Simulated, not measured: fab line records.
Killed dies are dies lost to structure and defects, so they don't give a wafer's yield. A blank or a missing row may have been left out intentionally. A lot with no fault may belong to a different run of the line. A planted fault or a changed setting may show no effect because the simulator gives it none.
Struck lot and sound lot, side by side -- flow sky130 -- 18 steps out of a route of 708
Sound: wafers L692.4, L692.5, L692.6. Wafers struck: L700.1, L700.4, L700.5. The cause is given at the end.
Each step with rows lists, per side, the tool, then ch with its chambers, then its first start. Under that, the readings that differ: sound wafers -- struck wafers -- difference of the means -- sigmas: that difference in standard deviations of wafers without a fault.
alike: words and numbers the same on both sides, and readings whose means are apart by under 2 such deviations; not compared: readings that were withheld, readings missing a value for some wafer, numbers with overlapping values and no deviation given by the record, and bounds like >300 which may hide the same value.
A row with sigmas, a row that says differs or no value, or rows on one side alone: a step with any of these is where the two part. When numbers do not overlap yet have no deviation, they are printed without sigmas and do not part them. Lack of a reading on every wafer of one side parts them only where that side has two or more wafers.

first, 3 steps without rows for these wafers: SKY_VT_ADJUST_HVTP_EXPOSE_04 (exposes mask HVTPM, target cd 380 nm); SKY_VT_ADJUST_HVTP_PEB_05; SKY_VT_ADJUST_HVTP_DEVELOP_06 (develop time 60 s).
SKY_VT_ADJUST_HVTP_CD_MEAS_07 targets a cd of 380 nm.
  sound: cd_sem-01 at day 7 03:42; struck: cd_sem-01 at day 8 23:26
  alike: cd_nm
SKY_VT_ADJUST_HVTP_OVL_MEAS_08:
  sound: overlay-02 at day 7 03:47; struck: overlay-01 at day 8 23:34
  alike: VT_ADJUST_HVTP_OVL
after that, 1 step had no rows for these wafers: SKY_VT_ADJUST_HVTP_IMPLANT_09.
SKY_VT_ADJUST_HVTP_STRIP_10: strips in O2/N2.
  sound on plasma_asher-02 ch 0,1, day 7 03:59; struck on plasma_asher-02 ch 0,1, day 8 23:45
  alike: drypump_motor_current_A, oes_product_au, strip_time_to_endpoint_s
  not compared: rf_hours_counter_h
SKY_VT_ADJUST_HVTP_TW_MEAS_11:
  sound: film_metro-01 at day 7 04:05; struck: film_metro-03 at day 8 23:51
  alike: VT_ADJUST_HVTP_TW
then, 4 steps without rows for these wafers: SKY_VT_ADJUST_LVTN_DEHYDRATE_00 (time 60 s); SKY_VT_ADJUST_LVTN_HMDS_01 (prime time 60 s); SKY_VT_ADJUST_LVTN_COAT_02 (resist thk 3000 nm); SKY_VT_ADJUST_LVTN_SOFTBAKE_03.
SKY_VT_ADJUST_LVTN_EXPOSE_04: exposes mask NWM COMPLEMENT LESS NATIVE, target cd 840 nm.
  sound on iline_stepper-01 ch 0, day 7 14:02; struck on iline_stepper-01 ch 0, day 9 10:26
reading,sound,struck,difference,sigmas
model.VT_ADJUST_LVTN.overlay_x_nm (nm),-0.4511 -0.4511 -0.4511,300.7 300.7 300.7,+301.2,
  alike: mask
then, 2 steps without rows for these wafers: SKY_VT_ADJUST_LVTN_PEB_05; SKY_VT_ADJUST_LVTN_DEVELOP_06 (develop time 60 s).
SKY_VT_ADJUST_LVTN_OVL_MEAS_07:
  sound: overlay-02 at day 7 23:29; struck: overlay-02 at day 9 21:04
reading,sound,struck,difference,sigmas
VT_ADJUST_LVTN_OVL (nm),-1.4 0.4 0.4,299.6 300.1 298.8,+299.7,+99 or more
after that, 1 step had no rows for these wafers: SKY_VT_ADJUST_LVTN_IMPLANT_08.
-- here the record skips 39 days between the struck wafers' starts before and after, leaving off in module VT_ADJUST_LVTN and picking up in module PAD_OPEN (first step shown: number 708 of the route) --
SKY_PAD_OPEN_PROBE_99:
  sound: prober-02 at day 46 20:43; struck: prober-01 at day 48 14:21
reading,sound,struck,difference,sigmas
killed_at_front_end,16 24 21,380 385 374,+359,+82
killed_dies,91 102 96,451 448 443,+351,+37
killed_on_rim,17 22 17,87 92 89,+71,+19
  alike: killed_at_M0_to_M3, killed_at_M4_up, killed_at_contacts, killed_at_other, killed_open, killed_short

## WHERE THEY PART
At SKY_VT_ADJUST_LVTN_OVL_MEAS_07 first; at SKY_PAD_OPEN_PROBE_99 last (within this record only).

WHY: what the simulator had put in
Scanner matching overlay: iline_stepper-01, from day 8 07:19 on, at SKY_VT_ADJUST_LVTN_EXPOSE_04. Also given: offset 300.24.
